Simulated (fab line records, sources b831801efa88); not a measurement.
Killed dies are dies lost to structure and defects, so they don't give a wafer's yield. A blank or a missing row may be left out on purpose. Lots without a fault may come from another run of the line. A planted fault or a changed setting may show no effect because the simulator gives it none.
Which tool did it? | flow sky130 | 11 lots, 33 wafers sampled, at 6 steps of a route of 708

WHAT THE GAUGES READ, wafer by wafer
SKY_SD_P_OVL_MEAS_08.
lot  | measured     | on         | SD_P_OVL (nm)
L769 | day 26 07:49 | overlay-02 | 0.1 1.3 -0.6
L770 | day 26 12:27 | overlay-01 | 0.9 0.5 -1.6
L773 | day 27 21:15 | overlay-02 | -0.7 0.8 0.0
L775 | day 28 07:14 | overlay-02 | 2.7 2.6 0.7
L776 | day 28 21:51 | overlay-01 | -3.3 -2.1 -0.1
L781 | day 30 18:16 | overlay-01 | -0.5 -0.9 -1.7
L784 | day 31 17:31 | overlay-01 | -1.4 1.8 0.6
L786 | day 31 23:49 | overlay-02 | 0.4 0.1 0.4
L787 | day 32 03:55 | overlay-02 | 0.9 -2.5 -0.3
L790 | day 32 22:18 | overlay-02 | -0.1 -0.8 -1.0
L789 | day 32 23:07 | overlay-02 | 2.2 0.9 0.2

SKY_SD_N_OVL_MEAS_08.
lot  | measured     | on         | SD_N_OVL (nm)
L769 | day 28 17:01 | overlay-01 | -1.6 -0.3 1.0
L770 | day 28 21:25 | overlay-02 | -1.1 -0.7 1.9
L773 | day 30 06:14 | overlay-01 | 2.1 0.6 -0.1
L775 | day 30 16:23 | overlay-01 | 2.3 1.4 1.8
L776 | day 31 05:47 | overlay-02 | 2.4 0.5 1.0
L781 | day 33 01:11 | overlay-02 | 0.9 1.1 2.3
L784 | day 33 23:23 | overlay-02 | 0.2 -2.4 1.8
L786 | day 34 04:52 | overlay-01 | 0.0 1.2 -1.1
L787 | day 34 09:41 | overlay-01 | 0.6 2.0 0.8
L790 | day 35 19:47 | overlay-01 | 0.7 1.9 3.5
L789 | day 35 20:16 | overlay-02 | -0.9 -1.2 -0.5

SKY_SD_N_RS_MEAS_16: measures by four-point-probe.
lot  | measured     | on            | SD_N_RS (ohm/sq)
L769 | day 28 17:46 | film_metro-01 | 68.78 68.85 68.86
L770 | day 28 22:08 | film_metro-02 | 68.51 68.51 68.65
L773 | day 30 06:58 | film_metro-04 | 65.28 65.27 65.38 65.42 65.21 65.41
L775 | day 30 17:07 | film_metro-01 | 65.53 65.23 65.44 65.49 65.47 65.32
L776 | day 31 06:31 | film_metro-02 | 65.53 65.36 65.45 65.45 65.35 65.28
L781 | day 33 01:55 | film_metro-04 | 68.64 68.63 68.69
L784 | day 34 00:07 | film_metro-02 | 68.48 68.53 68.51
L786 | day 34 05:36 | film_metro-02 | 68.37 68.43 68.60
L787 | day 34 10:25 | film_metro-04 | 68.68 68.72 68.57
L790 | day 35 20:32 | film_metro-02 | 68.61 68.62 68.54
L789 | day 35 21:00 | film_metro-04 | 68.55 68.47 68.56

SKY_SD_N_RS_MEAS_18: measures by four-point-probe.
lot  | measured     | on            | RES_XHIGH_RS (ohm/sq)
L769 | day 28 18:01 | film_metro-01 | 331.2 331.8 333.1
L770 | day 28 22:22 | film_metro-02 | 331.3 330.2 332.0
L773 | day 30 11:53 | film_metro-04 | 331.0 330.1 329.5
L775 | day 30 19:36 | film_metro-01 | 330.8 330.8 331.5
L776 | day 31 10:10 | film_metro-02 | 331.5 331.2 332.4
L781 | day 33 02:10 | film_metro-04 | 327.4 327.5 328.1
L784 | day 34 00:22 | film_metro-02 | 333.6 333.1 333.2
L786 | day 34 05:50 | film_metro-02 | 330.7 332.1 331.9
L787 | day 34 10:40 | film_metro-04 | 330.9 332.5 331.8
L790 | day 35 20:46 | film_metro-02 | 330.5 330.1 330.7
L789 | day 35 21:14 | film_metro-04 | 330.8 331.0 330.3

WHICH TOOL RAN EACH LOT (tool, then ch and the chambers of the sampled wafers, then the start)
lot  | SKY_SD_N_IMPLANT_09             | SKY_SD_N_STRIP_11
L769 | implanter-02 ch 0, day 28 17:06 | plasma_asher-01 ch 0,1, day 28 17:22
L770 | implanter-01 ch 0, day 28 21:26 | plasma_asher-03 ch 0,1, day 28 21:44
L773 | implanter-02 ch 0, day 30 06:17 | plasma_asher-01 ch 0,1, day 30 06:35
L775 | implanter-02 ch 0, day 30 16:25 | plasma_asher-03 ch 0,1, day 30 16:43
L776 | implanter-02 ch 0, day 31 05:50 | plasma_asher-03 ch 0,1, day 31 06:08
L781 | implanter-03 ch 0, day 33 01:14 | plasma_asher-03 ch 0,1, day 33 01:32
L784 | implanter-02 ch 0, day 33 23:26 | plasma_asher-03 ch 0,1, day 33 23:44
L786 | implanter-03 ch 0, day 34 04:56 | plasma_asher-01 ch 0,1, day 34 05:13
L787 | implanter-01 ch 0, day 34 09:44 | plasma_asher-02 ch 0,1, day 34 10:02
L790 | implanter-03 ch 0, day 35 19:50 | plasma_asher-01 ch 0,1, day 35 20:07
L789 | implanter-01 ch 0, day 35 20:19 | plasma_asher-02 ch 0,1, day 35 20:35
- SKY_SD_N_IMPLANT_09
- SKY_SD_N_STRIP_11: strips in O2/N2.

WHAT THE TOOLS THEMSELVES READ (means of the sampled wafers that have a number; where no wafer has one, the mark that the record gives instead)
SKY_SD_N_IMPLANT_09.
lot  | tool         | beam_on_s (s) | dose_ions_cm2
L769 | implanter-02 | 18.0          | 4e+15
L770 | implanter-01 | 20.2          | 4e+15
L773 | implanter-02 | 27.4          | 6e+15
L775 | implanter-02 | 27.8          | 6e+15
L776 | implanter-02 | 27.7          | 6e+15
L781 | implanter-03 | 17.5          | 4e+15
L784 | implanter-02 | 18.0          | 4e+15
L786 | implanter-03 | 17.3          | 4e+15
L787 | implanter-01 | 19.8          | 4e+15
L790 | implanter-03 | 17.3          | 4e+15
L789 | implanter-01 | 19.9          | 4e+15

SKY_SD_N_STRIP_11.
lot  | tool            | drypump_motor_current_A (A) | n2_flow_sccm (sccm) | oes_product_au (a.u.) | strip_time_to_endpoint_s (s)
L769 | plasma_asher-01 | 4.9                         | 299.3               | 0.524                 | 22.53
L770 | plasma_asher-03 | 5.4                         | 300.3               | 0.528                 | 22.59
L773 | plasma_asher-01 | 5.1                         | 299.0               | 0.515                 | 23.51
L775 | plasma_asher-03 | 5.4                         | 300.0               | 0.517                 | 23.59
L776 | plasma_asher-03 | 5.4                         | 300.4               | 0.517                 | 23.54
L781 | plasma_asher-03 | 5.5                         | 298.9               | 0.525                 | 22.46
L784 | plasma_asher-03 | 5.4                         | 300.0               | 0.527                 | 22.56
L786 | plasma_asher-01 | 5.0                         | 301.3               | 0.525                 | 22.52
L787 | plasma_asher-02 | 5.4                         | 300.1               | 0.524                 | 22.51
L790 | plasma_asher-01 | 5.0                         | 299.2               | 0.528                 | 22.53
L789 | plasma_asher-02 | 5.4                         | 299.8               | 0.526                 | 22.47

THE ANSWER, worked out from the rows above alone
Rule: what is usual is taken from the lots themselves. Put in order of their means at a reading, lots are off if they are a third of the lots or fewer, leave a main group of 4 or more, and stand apart from it by a gap of 3 or more times the standard deviation of the main group's means; of several such gaps the widest counts. A main group whose means are all the same, to the digits that the tables above print for the reading, isn't used. A lot without any number at a reading at which 4 lots or more have one is off too. The other lots that the step has rows for count as sound. The gauges are gone through in route order, then the tools' own readings, and for those a lot's mean is taken as printed above. The first step at which some lot is off is used, and at that step the reading that is off furthest; a lot without a number counts as furthest.
Off: L773, L775, L776, at SKY_SD_N_RS_MEAS_16 (SD_N_RS). The main group: mean 68.60 ohm/sq, standard deviation 0.11.
A tool fits if, at a process step before that reading, it ran every lot that is off, and no sound lot after the first of them. The gauges at SKY_SD_N_RS_MEAS_16 aren't tried: what is off there is off at SKY_SD_N_IMPLANT_09 too, on other tools, and a gauge's error can't cause that. None of those tried fits.

WHAT THE SIMULATOR HAD PUT IN
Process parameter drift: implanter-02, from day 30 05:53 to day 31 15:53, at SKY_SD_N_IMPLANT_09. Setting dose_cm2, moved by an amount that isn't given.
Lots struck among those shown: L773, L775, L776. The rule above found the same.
